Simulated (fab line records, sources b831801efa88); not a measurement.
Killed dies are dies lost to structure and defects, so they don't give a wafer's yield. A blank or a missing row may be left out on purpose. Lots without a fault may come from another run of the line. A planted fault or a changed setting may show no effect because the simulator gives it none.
A struck lot beside a sound one | flow sfq_line | 14 steps out of a route of 325
Sound: wafers L376.3, L376.4, L376.6. Struck: wafers L369.3, L369.5. (L369.6 of the same lot was not struck and is left out.) The cause comes at the end.
At each step with rows: each side's tool, then ch and its chambers, then its first start. Under that, the readings that differ: sound wafers | struck wafers | difference of the means | sigmas: that difference in standard deviations of wafers without a fault.
alike: readings whose means differ by less than 2 such deviations, and words and numbers that are the same on both sides. not compared: withheld readings, readings that some wafer has no value for, bounds like >300 that may hide the same value, and numbers for which the record gives no deviation and whose values overlap.
The two part at a step that has a row with sigmas, a row that says differs or no value, or rows on one side only. Numbers that don't overlap but have no deviation are shown without sigmas and don't part them. A reading that every wafer of one side lacks parts them only if that side has two wafers or more.

first, 2 steps without rows for these wafers: SFQ_TRILAYER_I3_VIA_STRIP_SOLV_CLEAN_090 (cleans in NMP, time 600 s); SFQ_TRILAYER_M4_DEP_PRE_CLEAN_092 (time 22.5 s).
SFQ_TRILAYER_M4_DEP_SPUTTER_091: material Nb, target thk 200 nm, time 133.3 s.
  sound on pvd_sputter-04, day 44 17:30; struck on pvd_sputter-04, day 41 14:23
  alike: throttle_valve_pct
SFQ_M4_RS_MEAS_924: measures by four-point-probe.
  sound on film_metro-03, day 44 17:38; struck on film_metro-04, day 41 14:31
  alike: M4_NB_RS
then, 6 steps without rows for these wafers: SFQ_TRILAYER_M4_LITHO_COAT_098 (resist thk 62 nm); SFQ_TRILAYER_M4_LITHO_COAT_093 (resist thk 600 nm); SFQ_TRILAYER_M4_LITHO_SOFTBAKE_097; SFQ_TRILAYER_M4_LITHO_EXPOSE_094 (exposes mask M4, target cd 500 nm); SFQ_TRILAYER_M4_LITHO_PEB_096 (peb time 60 s); SFQ_TRILAYER_M4_LITHO_DEVELOP_095 (time 60 s).
-- the record jumps here: 6 days lie between the struck wafers' starts before and after --
SFQ_M4_OVL_MEAS_926:
  sound on overlay-01, day 50 16:21; struck on overlay-02, day 47 22:18
  alike: M4_OVL
SFQ_TRILAYER_M4_BARC_OPEN_METAL_ETCH_123: etches BARC in O2, target depth 125 nm, time 41.7 s.
  sound on rie_metal-02 ch 0,1, day 50 16:23; struck on rie_metal-04 ch 0, day 47 22:20
  reading                                             | sound             | struck      | difference | sigmas
  rf_fwd_power_W (W)                                  | 594.6 591.0 590.0 | 692.2 697.0 | +102.7     | +40
  model.KrF_of_TRILAYER_M4_LITHO_COAT_093.thk_nm (nm) | 522.5 519.8 520.7 | 514.3 515.9 | -5.9       |
  alike: drypump_motor_current_A, oes_product_au
  not compared: rf_hours_counter_h
SFQ_TRILAYER_M4_ETCH_METAL_ETCH_096: etches Nb in Cl2/Ar, stops on SiO2, target depth 240 nm, time 120 s.
  sound on rie_metal-02 ch 0,1, day 50 16:28; struck on rie_metal-04 ch 0, day 47 22:25
  reading                                             | sound             | struck      | difference | sigmas
  model.KrF_of_TRILAYER_M4_LITHO_COAT_093.thk_nm (nm) | 381.1 379.6 380.4 | 371.3 372.5 | -8.5       |
  alike: drypump_motor_current_A, oes_product_au, rf_fwd_power_W
  not compared: rf_hours_counter_h
SFQ_TRILAYER_M4_STRIP_STRIP_097: strips in O2.
  sound on rie_metal-02 ch 0,1, day 50 16:45; struck on rie_metal-04 ch 0, day 47 22:42
  alike: drypump_motor_current_A, oes_product_au
  not compared: rf_hours_counter_h

WHERE THEY PART
Only at SFQ_TRILAYER_M4_BARC_OPEN_METAL_ETCH_123, within this record. Later steps at which nothing parts them and some readings are alike: SFQ_TRILAYER_M4_ETCH_METAL_ETCH_096, SFQ_TRILAYER_M4_STRIP_STRIP_097.

WHY: what the simulator had put in
Process parameter drift: rie_metal-04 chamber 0, from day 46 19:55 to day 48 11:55, at SFQ_TRILAYER_M4_BARC_OPEN_METAL_ETCH_123. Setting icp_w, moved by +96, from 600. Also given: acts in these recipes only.
